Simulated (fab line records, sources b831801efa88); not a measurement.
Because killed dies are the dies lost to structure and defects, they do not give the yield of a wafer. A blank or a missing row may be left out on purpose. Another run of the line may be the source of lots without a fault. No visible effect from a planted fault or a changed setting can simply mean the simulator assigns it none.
Problem report, 8D (eight disciplines) form, completed by code / flow sky130 / the parts of the form that need people (team, actions taken, sign-off) are left out

== 1. WHAT WENT WRONG ==
Mean of killed_at_front_end at SKY_PAD_OPEN_PROBE_99: 427 across 3 wafers in 2 lots; on wafers with no fault it is 16 (standard deviation 4.5). That is +91 standard deviations from the usual mean.
Seen first at day 49 01:40 on prober-01, wafer L831.5. Wafers with a number at this step in the record: 5, from 3 lots. Rule for "out" (also "out of limits"): further than 4 standard deviations from the usual mean. All remaining wafers that have a number are taken as sound.

== 2. WHAT IT IS, WHAT IT ISN'T ==
question=which readings at this step | is=killed_at_front_end, killed_dies, killed_on_rim | is not=killed_at_M0_to_M3, killed_at_M4_up, killed_at_contacts, killed_at_other, killed_open, killed_short
question=which lots | is=L831, L832 | is not=L837
question=which wafers of those lots | is=L831.5, L831.6, L832.5 | is not=L832.2
question=read on which tools | is=prober-01, prober-02 | is not=-
question=when | is=from day 49 01:40 | is not=up to then (0 sound wafers); but 2 sound wafers of L832, L837 came after

== 3. SUSPECTS, AND WHAT RULES EACH OUT ==
Counting: a tool at a process step up to the reading stays a suspect if it ran every lot that is out. Sound lots after the first of them don't rule it out here, since some wafers of a struck lot are sound.
- litho_track-04 at SKY_VT_ADJUST_LVTN_DEVELOP_06 (develop time 60 s): kept. It ran every lot that is out, first L831 (day 10 15:00).
- rie_diel-01 at SKY_SONOS_ONO_ETCH_15 (etches the open film in CHF3/O2, target depth 19.52 nm, time 7.8 s): kept. It ran every lot that is out, first L831 (day 17 03:32).
Remaining after the count are litho_track-04 at SKY_VT_ADJUST_LVTN_DEVELOP_06 and rie_diel-01 at SKY_SONOS_ONO_ETCH_15.

== 4. THE CAUSE (what the simulator had put in) ==
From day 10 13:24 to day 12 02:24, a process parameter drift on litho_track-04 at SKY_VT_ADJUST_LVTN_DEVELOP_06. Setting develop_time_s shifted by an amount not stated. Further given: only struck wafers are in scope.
2 suspects survive the count, and this tool is in that group.

== 5. SEQUENCE OF EFFECTS, ordered by route ==
Each row: a reading where the mean over the struck wafers with a number is more than 3 standard deviations away from the usual. Scope: only readings with a usual standard deviation given in the record; hours: median across lots of the time from each lot's start at the first step in this table that gives one to its start at this step; sigmas: change in usual standard deviations.
hours=0; step=SKY_PAD_OPEN_PROBE_99; reading=killed_at_front_end; usual=16; on struck wafers=427; change=+411; sigmas=+91
hours=0; step=SKY_PAD_OPEN_PROBE_99; reading=killed_dies; usual=87; on struck wafers=492; change=+405; sigmas=+41
hours=0; step=SKY_PAD_OPEN_PROBE_99; reading=killed_on_rim; usual=17; on struck wafers=96; change=+79; sigmas=+21
It contains these process steps:
- SKY_PAD_OPEN_PROBE_99
Readings that are blank on the struck wafers while sound wafers have them: VT_ADJUST_LVTN_OVL at SKY_VT_ADJUST_LVTN_OVL_MEAS_07.

== 6. WHAT WOULD HAVE CAUGHT IT SOONER ==
924 hours passed between the start of the fault at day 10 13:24 and the first reading out of limits in this record, taken at day 49 01:40.
Between SKY_VT_ADJUST_LVTN_DEVELOP_06 and SKY_PAD_OPEN_PROBE_99, SKY_VT_ADJUST_LVTN_OVL_MEAS_07 gave no VT_ADJUST_LVTN_OVL on the struck wafers, where sound wafers have one: a measuring or inspecting step that comes back empty is itself a sign.
An alarm limit of 4 standard deviations would not have fired on the tool readings at SKY_VT_ADJUST_LVTN_DEVELOP_06 for which the record gives a usual standard deviation, since none of them was out on any struck wafer.
Each of the lots that are out, 2 in all, had begun SKY_VT_ADJUST_LVTN_DEVELOP_06 on litho_track-04 no later than day 49 01:40. Holding the tool at that point would not have protected any of them.
